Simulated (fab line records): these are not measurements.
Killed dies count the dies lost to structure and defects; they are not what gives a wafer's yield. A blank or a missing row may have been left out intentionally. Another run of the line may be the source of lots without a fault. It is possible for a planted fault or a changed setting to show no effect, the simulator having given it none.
fab line records	flow sky130
[record] lots = 12	wafers = 34	last_day = 50
route steps=708 shown PWDE@55 VT_ADJUST_HVTP@96 VT_ADJUST_LVTN@104 CONTACT@422
lots with no fault: from the same line, run without faults
start_h: hours from the record's opening day to when the first of the lot's shown wafers began	wait_h: hours since the lot's step before	" the same as in the row above	L1.1+2: several wafers, shown together as one row	- either no value or no given start	* or withheld: withheld	< > ~ a bound
route shown NAME@n: names a module that has steps shown in the file, with the first one's number in the route	usual: mean/standard deviation of fault-free wafers	same: alike in all rows	chamber/n: place in a boat	sites: per-site readings	_std_site: the values' standard deviation	_edge_site: outer sites' mean less inner sites'	radius_mm: for every site, how far away it sits from the centre of the wafer	mask NAME#n: copy n	behind: the last tool/chamber to shape the wafer	hold: the reason the lot was held/the length of the hold in hours/how it ended	device: the n, p or np transistor that did not switch	end of line: tests run on the same wafers once the route is complete	step lacking rows: just its recipe	killed: count of dies lost to structure and defects at first sort (not the wafer's yield)	map: dies across one wafer; x = killed, . = not, _ = none there
set.NAME: the setting the step ran with; set.NAME@STEP: the setting that earlier step ran with	model.NAME: the simulator's own value behind a step, which no gauge read
a sample of lots followed through the steps of the route, with each step as a table and each wafer as a row
services: a tool's chamber out of use, with start hour (start_h, from the record's first day; less than 0 if before it), hours out, and reason
[[steps]]
[step SKY_PWDE_TW_MEAS_10]
[usual] PWDE_TW = 373.4/2.9
lot.wafer	tool	chamber	start_h	wait_h	PWDE_TW
L698.1	film_metro-04	-	71.05	0.1	375.1
L698.2	"	-	"	"	377.3
L698.6	"	-	"	"	376.1
L699.3	film_metro-03	-	77.52	0.1	370.2
L699.5	"	-	"	"	367.7
L699.6	"	-	"	"	369.0
L700.1	film_metro-04	-	81.20	0.1	371.2
L700.4	"	-	"	"	370.3
L700.6	"	-	"	"	374.4
L701.3	film_metro-04	-	88.30	0.1	373.7
L701.5	"	-	"	"	374.9
L701.6	"	-	"	"	373.7
L702.1	film_metro-03	-	93.39	0.1	371.7
L702.3	"	-	"	"	370.9
L702.4	"	-	"	"	369.9
L703.1	film_metro-04	-	98.49	0.1	374.6
L703.2	"	-	"	"	375.9
L703.4	"	-	"	"	373.8
L711.1	film_metro-04	-	139.04	0.1	375.3
L711.3	"	-	"	"	374.7
L712.1	film_metro-03	-	145.24	0.1	372.5
L712.4	"	-	"	"	371.4
L716.2	film_metro-03	-	169.88	0.1	369.6
L716.4	"	-	"	"	369.2
L716.6	"	-	"	"	371.6
L718.1	film_metro-02	-	179.45	0.1	377.4
L718.2	"	-	"	"	376.6
L718.4	"	-	"	"	375.1
L719.2	film_metro-04	-	186.30	0.1	373.0
L719.3	"	-	"	"	372.0
L719.6	"	-	"	"	373.1
L721.2	film_metro-02	-	199.61	0.1	375.8
L721.3	"	-	"	"	373.5
L721.6	"	-	"	"	375.3
[step SKY_VT_ADJUST_HVTP_TW_MEAS_11]
[usual] VT_ADJUST_HVTP_TW = 1352/8.7
lot.wafer	tool	chamber	start_h	wait_h	VT_ADJUST_HVTP_TW
L698.1	film_metro-01	-	123.28	0.1	1353
L698.2	"	-	"	"	1348
L698.6	"	-	"	"	1351
L699.3	film_metro-02	-	129.88	0.1	1359
L699.5	"	-	"	"	1369
L699.6	"	-	"	"	1359
L700.1	film_metro-01	-	136.81	0.1	1360
L700.4	"	-	"	"	1359
L700.6	"	-	"	"	1348
L701.3	film_metro-03	-	144.15	0.1	1340
L701.5	"	-	"	"	1351
L701.6	"	-	"	"	1342
L702.1	film_metro-03	-	148.48	0.1	1353
L702.3	"	-	"	"	1349
L702.4	"	-	"	"	1351
L703.1	film_metro-01	-	157.07	0.1	1357
L703.2	"	-	"	"	1346
L703.4	"	-	"	"	1352
L711.1	film_metro-01	-	201.57	0.1	1351
L711.3	"	-	"	"	1346
L712.1	film_metro-01	-	208.66	0.1	1357
L712.4	"	-	"	"	1357
L716.2	film_metro-02	-	236.83	0.1	1365
L716.4	"	-	"	"	1374
L716.6	"	-	"	"	1374
L718.1	film_metro-01	-	247.87	0.1	1361
L718.2	"	-	"	"	1355
L718.4	"	-	"	"	1351
L719.2	film_metro-03	-	256.07	0.1	1356
L719.3	"	-	"	"	1348
L719.6	"	-	"	"	1349
L721.2	film_metro-03	-	271.53	0.1	1347
L721.3	"	-	"	"	1349
L721.6	"	-	"	"	1344
[step SKY_VT_ADJUST_LVTN_OVL_MEAS_07]
[usual] VT_ADJUST_LVTN_OVL = -0.6/1.5
lot.wafer	tool	chamber	start_h	wait_h	VT_ADJUST_LVTN_OVL[nm]
L698.1	overlay-02	-	142.12	-	1.2
L698.2	"	-	"	"	1.5
L698.6	"	-	"	"	1.1
L699.3	overlay-01	-	148.43	-	-0.8
L699.5	"	-	"	"	-0.7
L699.6	"	-	"	"	0.8
L700.1	overlay-01	-	157.01	-	-3.5
L700.4	"	-	"	"	-1.8
L700.6	"	-	"	"	-1.2
L701.3	overlay-02	-	164.20	-	-0.8
L701.5	"	-	"	"	-0.5
L701.6	"	-	"	"	-0.8
L702.1	overlay-02	-	168.24	-	0.0
L702.3	"	-	"	"	-2.0
L702.4	"	-	"	"	-2.5
L703.1	overlay-02	-	177.82	-	-0.3
L703.2	"	-	"	"	0.2
L703.4	"	-	"	"	-1.8
L711.1	overlay-02	-	223.64	-	-2.6
L711.3	"	-	"	"	-1.4
L712.1	overlay-01	-	231.56	-	-0.8
L712.4	"	-	"	"	-1.0
L716.2	overlay-01	-	260.19	-	1.1
L716.4	"	-	"	"	1.2
L716.6	"	-	"	"	-0.3
L718.1	overlay-01	-	271.89	-	-1.3
L718.2	"	-	"	"	-0.8
L718.4	"	-	"	"	-1.7
L719.2	overlay-01	-	279.89	-	-0.5
L719.3	"	-	"	"	-1.8
L719.6	"	-	"	"	-0.5
L721.2	overlay-02	-	296.47	-	-0.9
L721.3	"	-	"	"	-0.2
L721.6	"	-	"	"	-2.1
[step SKY_CONTACT_ETCH_16]
[recipe] chemistry = N2/H2	target = BARC	ion_energy_ev = 200	source_w = 500	bias_w = 100	pressure_mtorr = 30	n2_flow_sccm = 100	h2_flow_sccm = 200	stop_on = SiO2	time_s = 45.9	target_depth_a = 600
[usual] bias_w = 100.00/0.27	chamber_pressure_mTorr = 29.997/0.029	drypump_motor_current_A = 5.7/0.31	oes_product_au = 0.855/0.0049	throttle_valve_pct = 13.225/0.0089
lot.wafer	tool	chamber	start_h	wait_h	bias_w	chamber_pressure_mTorr	drypump_motor_current_A	oes_product_au	rf_hours_counter_h	throttle_valve_pct
L698.1	rie_diel-01	2	735.32	0.0	100.33	29.953	6.2	0.849	10	13.220
L698.2	"	1	"	"	100.02	29.970	5.9	0.851	3	13.213
L698.6	"	1	"	"	100.36	29.941	5.9	0.850	-	13.225
L699.3	rie_diel-01	1	741.97	0.0	99.92	29.996	5.9	0.856	4	13.222
L699.5	"	1	"	"	100.08	29.994	5.9	0.855	-	13.217
L699.6	"	0	"	"	100.18	29.996	5.0	0.853	-	13.232
L700.1	rie_diel-04	1	756.19	0.0	100.05	29.967	5.3	0.855	8	13.232
L700.4	"	3	"	"	100.07	29.920	5.7	0.854	29	13.227
L700.6	"	1	"	"	100.24	29.990	5.3	0.856	-	13.217
L701.3	rie_diel-04	3	762.17	0.0	100.22	30.022	5.8	0.856	29	13.234
L701.5	"	3	"	"	100.10	30.015	5.8	0.863	-	13.204
L701.6	"	0	"	"	99.75	29.969	6.0	0.864	-	13.218
L702.1	rie_diel-02	3	768.77	0.0	99.85	30.027	5.9	0.855	1	13.236
L702.3	"	2	"	"	99.57	30.034	5.9	0.844	3	13.227
L702.4	"	1	"	"	100.32	29.974	5.9	0.850	15	13.219
L703.1	rie_diel-04	1	782.82	0.0	100.24	29.977	5.3	0.850	9	13.232
L703.2	"	0	"	"	100.00	30.025	6.0	0.860	6	13.233
L703.4	"	2	"	"	99.58	30.000	5.6	0.854	19	13.223
L711.1	rie_diel-04	0	829.69	0.0	100.14	30.015	6.0	0.860	7	13.231
L711.3	"	1	"	"	100.01	30.007	5.3	0.845	11	13.217
L712.1	rie_diel-04	2	846.59	0.0	99.88	29.984	5.6	0.857	21	13.217
L712.4	"	0	"	"	99.65	29.975	6.0	0.864	-	13.219
L716.2	rie_diel-01	2	879.52	0.0	99.96	30.085	6.2	0.855	14	13.209
L716.4	"	3	"	"	100.10	29.990	6.2	0.853	10	13.231
L716.6	"	1	"	"	100.44	29.987	5.9	0.855	-	13.217
L718.1	rie_diel-02	1	885.09	0.0	99.72	29.993	5.9	0.854	18	13.207
L718.2	"	0	"	"	100.38	30.003	5.8	0.859	16	13.229
L718.4	"	2	"	"	100.23	30.001	5.9	0.852	6	13.218
L719.2	rie_diel-01	1	895.77	0.0	100.74	30.001	5.9	0.849	8	13.209
L719.3	"	2	"	"	99.75	29.996	6.3	0.849	14	13.223
L719.6	"	0	"	"	99.97	30.034	5.0	0.853	-	13.238
L721.2	rie_diel-02	2	907.97	0.0	99.95	29.999	5.9	0.852	7	13.242
L721.3	"	3	"	"	100.11	30.025	5.9	0.857	6	13.206
L721.6	"	0	"	"	100.37	29.944	5.9	0.849	-	13.222
[step SKY_CONTACT_STRIP_19]
[recipe] chemistry = O2/N2	power_w = 1400	pressure_mtorr = 1500	platen_temp_c = withheld	o2_flow_sccm = 3000	n2_flow_sccm = 300	overash_fraction = 0.5
[usual] chamber_pressure_mTorr = 1499.8/1.4	drypump_motor_current_A = 5.9/0.42	oes_product_au = 0.380/0.0046	strip_time_to_endpoint_s = 3.614/0.026
lot.wafer	tool	chamber	start_h	wait_h	chamber_pressure_mTorr	drypump_motor_current_A	oes_product_au	rf_hours_counter_h	strip_time_to_endpoint_s
L698.1	plasma_asher-02	0	735.45	-	1498.7	6.6	0.386	56	3.604
L698.2	"	1	"	"	1500.0	5.5	0.391	56	3.609
L698.6	"	0	"	"	1502.7	6.6	0.387	-	3.576
L699.3	plasma_asher-03	1	742.13	-	1497.5	6.0	0.380	-	3.606
L699.5	"	1	"	"	1497.2	5.9	0.380	-	3.619
L699.6	"	0	"	"	1499.6	5.9	0.376	-	3.588
L700.1	plasma_asher-03	1	756.33	-	1500.0	6.0	0.382	32	3.611
L700.4	"	1	"	"	1500.4	6.0	0.376	-	3.587
L700.6	"	1	"	"	1498.3	6.0	0.382	-	3.620
L701.3	plasma_asher-03	0	762.34	-	1501.7	5.8	0.384	-	3.573
L701.5	"	1	"	"	1502.0	6.0	0.373	-	3.596
L701.6	"	0	"	"	1500.3	5.8	0.386	-	3.638
L702.1	plasma_asher-03	0	768.90	-	1500.7	5.8	0.378	34	3.638
L702.3	"	1	"	"	1500.5	6.0	0.380	-	3.631
L702.4	"	0	"	"	1499.9	5.8	0.374	-	3.637
L703.1	plasma_asher-03	1	782.95	-	1498.6	6.0	0.386	35	3.602
L703.2	"	0	"	"	1500.7	5.8	0.387	35	3.647
L703.4	"	0	"	"	1501.9	5.8	0.377	-	3.638
L711.1	plasma_asher-03	0	829.83	-	1500.3	5.8	0.373	40	3.454
L711.3	"	0	"	"	1500.2	5.8	0.382	-	3.592
L712.1	plasma_asher-01	0	846.73	-	1499.3	5.2	0.375	106	3.491
L712.4	"	0	"	"	1500.3	5.2	0.371	-	3.460
L716.2	plasma_asher-02	0	879.65	-	1501.6	6.6	0.384	71	3.617
L716.4	"	1	"	"	1500.1	5.4	0.380	-	3.578
L716.6	"	1	"	"	1500.9	5.4	0.379	-	3.638
L718.1	plasma_asher-03	0	885.23	-	1503.6	5.8	0.380	46	3.667
L718.2	"	1	"	"	1499.7	6.0	0.377	46	3.644
L718.4	"	0	"	"	1500.9	5.8	0.378	-	3.637
L719.2	plasma_asher-01	1	895.90	-	1498.6	5.7	0.381	111	3.629
L719.3	"	0	"	"	1499.1	5.3	0.378	-	3.625
L719.6	"	0	"	"	1499.1	5.3	0.381	-	3.605
L721.2	plasma_asher-01	1	908.10	-	1496.9	5.8	0.375	113	3.608
L721.3	"	0	"	"	1499.5	5.3	0.379	-	3.641
L721.6	"	1	"	"	1499.7	5.8	0.384	-	3.610
[[services]]
tool	chamber	start_h	hours	kind
rie_diel-02	3	719.48	-	clean
rie_diel-02	3	719.48	18.7	scheduled_down
rie_diel-02	3	719.48	18.7	vent_cycle
rie_diel-02	0	722.30	4.3	repair
plasma_asher-01	-	728.96	0.9	repair
rie_diel-02	-	733.44	0.5	repair
plasma_asher-03	-	802.61	2.8	pm
rie_diel-02	2	808.74	5.6	repair
rie_diel-04	3	810.60	13.1	repair
rie_diel-01	-	817.17	0.6	repair
rie_diel-02	-	822.25	2.8	pm
rie_diel-02	0	826.38	7.5	repair
rie_diel-01	2	830.32	5.5	repair
rie_diel-04	3	836.33	-	clean
rie_diel-04	3	836.33	18.7	scheduled_down
rie_diel-04	3	836.33	18.7	vent_cycle
rie_diel-02	1	846.28	6.7	repair
rie_diel-01	3	848.14	2.5	repair
rie_diel-04	3	859.52	2.9	repair
rie_diel-04	2	860.83	8.7	repair
rie_diel-01	1	871.34	3.6	repair
rie_diel-04	0	882.33	20.5	repair
plasma_asher-03	-	896.65	0.3	repair
[[key]]
[first_sign] step = SKY_CONTACT_STRIP_19	reading = strip_time_to_endpoint_s	direction = down	sigmas = 5.5	usual = *	struck = *
effect none on later readings
met_at SKY_CONTACT_ETCH_16
struck_lots L711,L712
struck_wafers L711.1,L712.1,L712.4
tester_left_out L711,L712
not_acting_at SKY_PWDE_TW_MEAS_10,SKY_VT_ADJUST_HVTP_TW_MEAS_11,SKY_VT_ADJUST_LVTN_OVL_MEAS_07
onset_between 782.82 829.69
[fault] kind = process_parameter_drift	tool = rie_diel-04	chamber = -	onset_h = 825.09	steps = SKY_CONTACT_ETCH_16	channel = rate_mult	offset = 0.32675	shape = step	end_h = 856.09	scope = struck_wafers_only
// tester_left_out: of these lots the tester's yield and bins aren't shown, on N5 and GAA mostly nor the transistor test; their killed dies are dies lost to structure and defects alone, not to doping, threshold or leakage, so they don't give the yield
